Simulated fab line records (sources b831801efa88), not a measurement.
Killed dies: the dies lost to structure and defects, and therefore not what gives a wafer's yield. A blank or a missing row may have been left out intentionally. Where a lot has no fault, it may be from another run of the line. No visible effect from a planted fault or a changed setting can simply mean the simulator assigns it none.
Comparing a struck lot with a sound one ; flow sfqLine ; 42 steps out of a route of 325
Sound: these wafers, L819.1, L819.2, L819.5. Struck: wafer L813.1; the same lot's L813.4 was not struck, so it is left out; see the end for the cause.
Per side, at each step with rows, come the tool, then ch with its chambers, and then its first start. Under that, the readings that differ: sound wafers ; struck wafers ; difference of the means ; sigmas: that difference in standard deviations of wafers without a fault.
alike: readings with means less than 2 such deviations apart, plus words and numbers identical on both sides. not compared: withheld readings, readings lacking a value on some wafer, bounds such as >300 that could conceal the same value, and numbers that have no deviation in the record and whose values overlap.
The two part at a step that has a row with sigmas, a row that says differs or no value, or rows on one side only. Numbers that have no deviation but don't overlap get no sigmas and don't part them. A reading that every wafer of one side lacks parts them only if that side has two wafers or more.

first, 6 steps without rows for these wafers: SFQ_TRILAYER_M4_LITHO_COAT_098 (resist thk 62 nm); SFQ_TRILAYER_M4_LITHO_COAT_093 (resist thk 600 nm); SFQ_TRILAYER_M4_LITHO_SOFTBAKE_097; SFQ_TRILAYER_M4_LITHO_EXPOSE_094 (exposes mask M4, target cd 500 nm); SFQ_TRILAYER_M4_LITHO_PEB_096 (peb time 60 s); SFQ_TRILAYER_M4_LITHO_DEVELOP_095 (time 60 s).
SFQ_M4_OVL_MEAS_926:
  struck on overlay-01, day 52 15:05; sound on overlay-01, day 54 05:17
  alike: M4_OVL
then, 1 step without rows for these wafers: SFQ_TRILAYER_M4_BARC_OPEN_METAL_ETCH_123 (etches BARC in O2, target depth 125 nm, time 41.7 s).
SFQ_TRILAYER_M4_ETCH_METAL_ETCH_096: etches Nb in Cl2/Ar, stops on SiO2, target depth 240 nm, time 120 s.
  sound on rieMetal-02 ch 0,1, day 54 05:23; struck on rieMetal-02 ch 1, day 52 15:10
  alike: drypumpMotorCurrentA, oesProductAu
  not compared: rfHoursCounterH
SFQ_TRILAYER_M4_STRIP_STRIP_097: strips in O2.
  sound on rieMetal-02 ch 0,1, day 54 05:31; struck on rieMetal-02 ch 1, day 52 15:18
  alike: drypumpMotorCurrentA, oesProductAu
  not compared: rfHoursCounterH
then, 2 steps without rows for these wafers: SFQ_TRILAYER_M4_STRIP_SOLV_CLEAN_098 (cleans in NMP, time 600 s); SFQ_TRILAYER_I4_DEP_PECVD_099 (deposits SiO2 from SiH4/N2O, time 111.11 s, target thk 500 nm).
SFQ_TRILAYER_I4_CMP_CMP_100: polishes SiO2.
  sound on cmp-02 ch 0,3, day 54 14:01; struck on cmp-01 ch 2, day 52 18:54
reading;sound;struck;difference;sigmas
timeToEndpointS (s);202 208 232;196;-18;-2
model.SiO2_of_TRILAYER_I4_DEP_PECVD_099.thkNm (nm);200.9 198.9 200.3;218;+18;
  alike: edgeZonePressureFrac, motorCurrentA, platenRpm, slurryFilterDpKPa
SFQ_I4_BOW_MEAS_927:
  struck on filmMetro-03, day 52 21:24; sound on filmMetro-04, day 54 17:01
  alike: I4_BOW
SFQ_TRILAYER_I4_METRO_MEASURE_101:
  struck on filmMetro-03, day 52 21:31; sound on filmMetro-04, day 54 17:08
reading;sound;struck;difference;sigmas
thkNm (nm);201.1 198.9 200.3;218.0;+17.9;+15
then, 6 steps without rows for these wafers: SFQ_TRILAYER_I4_VIA_LITHO_COAT_108 (resist thk 62 nm); SFQ_TRILAYER_I4_VIA_LITHO_COAT_103 (resist thk 650 nm); SFQ_TRILAYER_I4_VIA_LITHO_SOFTBAKE_107; SFQ_TRILAYER_I4_VIA_LITHO_EXPOSE_104 (exposes mask I4, target cd 700 nm); SFQ_TRILAYER_I4_VIA_LITHO_PEB_106 (peb time 60 s); SFQ_TRILAYER_I4_VIA_LITHO_DEVELOP_105 (time 60 s).
-- the record jumps here: 4 days lie between the struck wafers' starts before and after --
SFQ_I4_OVL_MEAS_928:
  struck on overlay-01, day 57 05:17; sound on overlay-02, day 58 22:59
  alike: I4_OVL
then, 1 step without rows for these wafers: SFQ_TRILAYER_I4_VIA_BARC_OPEN_VIA_ETCH_146 (etches BARC in O2, target depth 125 nm, time 41.7 s).
SFQ_TRILAYER_I4_VIA_ETCH_VIA_ETCH_106: etches SiO2 in CHF3, stops on Nb, target depth 260 nm.
  sound on rieDiel-02 ch 0,3, day 58 23:04; struck on rieDiel-03 ch 0, day 57 05:22
reading;sound;struck;difference;sigmas
oesProductAu (a.u.);0.855 0.850 0.865;0.900;+0.043;+8
model.etch.depthNm (nm);200.9 198.9 200.3;218;+18;
model.I4.featureDepthNm (nm);200.9 198.9 200.3;218;+18;
  alike: drypumpMotorCurrentA
then, 3 steps without rows for these wafers: SFQ_TRILAYER_I4_VIA_STRIP_STRIP_107 (strips in O2); SFQ_TRILAYER_I4_VIA_STRIP_SOLV_CLEAN_108 (cleans in NMP, time 600 s); SFQ_TRILAYER_JJ_TRILAYER_DEP_PRE_CLEAN_113 (time 22.5 s).
SFQ_TRILAYER_JJ_TRILAYER_DEP_SPUTTER_109: material Nb, target thk 150 nm, time 100 s.
  struck on pvdSputter-05, day 57 06:17; sound on pvdSputter-04, day 59 00:35
  alike: substrateTempC, throttleValvePct
then, 2 steps without rows for these wafers: SFQ_TRILAYER_JJ_TRILAYER_DEP_SPUTTER_110 (material Al, target thk 8 nm, time 10 s); SFQ_TRILAYER_JJ_TRILAYER_DEP_AL_OXIDATION_111 (oxidation time 600 s).
SFQ_TRILAYER_JJ_TRILAYER_DEP_SPUTTER_112: material Nb, target thk 170 nm, time 113.3 s.
  struck on pvdSputter-05, day 57 07:23; sound on pvdSputter-04, day 59 01:41
  alike: substrateTempC, throttleValvePct
SFQ_JJ_RS_MEAS_929: measurement is done with a four-point probe.
  struck on filmMetro-03, day 57 07:28; sound on filmMetro-02, day 59 01:46
  alike: JJ_NB_RS
then, 6 steps without rows for these wafers: SFQ_TRILAYER_JJ_CE_LITHO_COAT_119 (resist thk 62 nm); SFQ_TRILAYER_JJ_CE_LITHO_COAT_114 (resist thk 600 nm); SFQ_TRILAYER_JJ_CE_LITHO_SOFTBAKE_118; SFQ_TRILAYER_JJ_CE_LITHO_EXPOSE_115 (exposes mask J5, target cd 700 nm); SFQ_TRILAYER_JJ_CE_LITHO_PEB_117 (peb time 60 s); SFQ_TRILAYER_JJ_CE_LITHO_DEVELOP_116 (time 60 s).
-- the record jumps here: 3 days lie between the struck wafers' starts before and after --
SFQ_JJ_OVL_MEAS_931:
  struck on overlay-01, day 60 16:41; sound on overlay-01, day 62 21:29
  alike: J5_OVL
SFQ_TRILAYER_JJ_CE_METRO_MEASURE_117:
  struck on cdSem-01, day 60 16:43; sound on cdSem-02, day 62 21:31
  alike: cdNm
then, 1 step without rows for these wafers: SFQ_TRILAYER_JJ_CE_BARC_OPEN_RIE_150 (chemistry O2, target BARC, target depth 240 nm, time 80 s).
SFQ_TRILAYER_M5_ETCH_METAL_ETCH_126: etches Nb in Cl2/BCl3, stops on SiO2, time 203.2 s, target depth 265 nm.
  sound on rieMetal-01 ch 0,1, day 63 07:08; struck on rieMetal-02 ch 0, day 61 06:08
reading;sound;struck;difference;sigmas
model.SiO2_of_TRILAYER_I4_DEP_PECVD_099.thkNm (nm);181.5 179.6 180.8;198.2;+17.6;
  alike: drypumpMotorCurrentA, oesProductAu
  not compared: rfHoursCounterH

WHERE THEY PART
At SFQ_TRILAYER_I4_CMP_CMP_100 first; at SFQ_TRILAYER_I4_VIA_ETCH_VIA_ETCH_106 last (within this record only). Later steps at which nothing parts them and some readings are alike: SFQ_TRILAYER_JJ_TRILAYER_DEP_SPUTTER_109, SFQ_TRILAYER_JJ_TRILAYER_DEP_SPUTTER_112, SFQ_JJ_RS_MEAS_929, SFQ_JJ_OVL_MEAS_931, SFQ_TRILAYER_JJ_CE_METRO_MEASURE_117, SFQ_TRILAYER_M5_ETCH_METAL_ETCH_126.

WHY: what had been put in by the simulator
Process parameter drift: cmp-01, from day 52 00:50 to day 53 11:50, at SFQ_TRILAYER_I4_CMP_CMP_100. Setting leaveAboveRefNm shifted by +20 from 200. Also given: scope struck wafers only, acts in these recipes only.
